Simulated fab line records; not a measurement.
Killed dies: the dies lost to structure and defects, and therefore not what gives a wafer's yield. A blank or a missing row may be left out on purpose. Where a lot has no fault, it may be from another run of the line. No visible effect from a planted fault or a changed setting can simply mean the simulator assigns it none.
8D (eight disciplines) problem report, filled in by code :: flow sky130 :: the parts of the form that need people (team, actions taken, sign-off) are left out

1. THE ISSUE
Wafers free of any fault read 10.54 nm (standard deviation 0.16) for SONOS_ONO_CVD_02_THK at SKY_SONOS_ONO_THK_MEAS_03, against a mean of 12.15 nm on 6 wafers of 2 lots. That puts it +10 standard deviations away from the usual mean.
First observed at day 14 22:56: wafer L495.2, on film-metro-02. The record holds 27 wafers of 9 lots with a number at this step. The rule behind "out" and "out of limits": a value lying over 4 standard deviations away from the usual mean. Any other wafer with a number is counted as sound.

2. WHAT IT IS AND WHAT IT IS NOT
question: which readings at this step
is: SONOS_ONO_CVD_02_THK
is not: -

question: which lots
is: L495, L496
is not: L485, L486, L487, L491, L492, L507, L508

question: which wafers of those lots
is: all that have a number
is not: -

question: read on which gauges
is: film-metro-02, film-metro-03
is not: film-metro-04

question: when
is: from day 14 22:56
is not: up to then (15 sound wafers); but 6 sound wafers of L507, L508 came after

3. THE SUSPECTS, EACH WITH WHAT RULES IT OUT
Counting: a tool stays on the suspect list if, at a process step up to the reading, it processed all lots that are out and no sound lot following the first of them.
- the gauge at SKY_SONOS_ONO_THK_MEAS_03 is ruled out. The wafers that are out were read on 2 gauges (film-metro-02, film-metro-03).
- lpcvd-02 at SKY_SONOS_ONO_CVD_02 (deposits Si3N4 from DCS/NH3, target thk 10.5 nm, time 180 s): ruled out as a lasting fault. After its first lot that is out, L495 (day 14 21:53), sound lots L507, L508 ran on it.
Left after counting: nothing in the record.

4. THE CAUSE (what the simulator had put in)
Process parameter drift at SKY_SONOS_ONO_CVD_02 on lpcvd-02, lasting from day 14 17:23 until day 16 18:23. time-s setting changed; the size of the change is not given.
The count ruled it out by mistake, since the rule takes a fault to strike every lot its tool runs from the start of the fault on, and this one did not do so.

5. THE EFFECT CHAIN, in route order
Each row: a reading whose mean over the struck wafers that have a number lies more than 3 standard deviations from the usual. Scope: only readings with a usual standard deviation given in the record; hours: median across lots of the time from each lot's start at the first step in this table that gives one to its start at this step; sigmas: change in usual standard deviations.
hours: 0
step: SKY_SONOS_ONO_THK_MEAS_03
reading: SONOS_ONO_CVD_02_THK
usual: 10.54 nm
on struck wafers: 12.15
change: +1.61
sigmas: +10
Later measuring or inspecting steps at which every struck wafer that the step has a row for has a number for every such reading, and none has moved that far: SKY_LDD_HVN_TW_MEAS_10.

6. HOW IT WOULD HAVE BEEN CAUGHT EARLIER
In this record the first reading out of limits at a measuring or inspecting step was taken at day 14 22:56, 6 hours after the fault began at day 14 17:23.
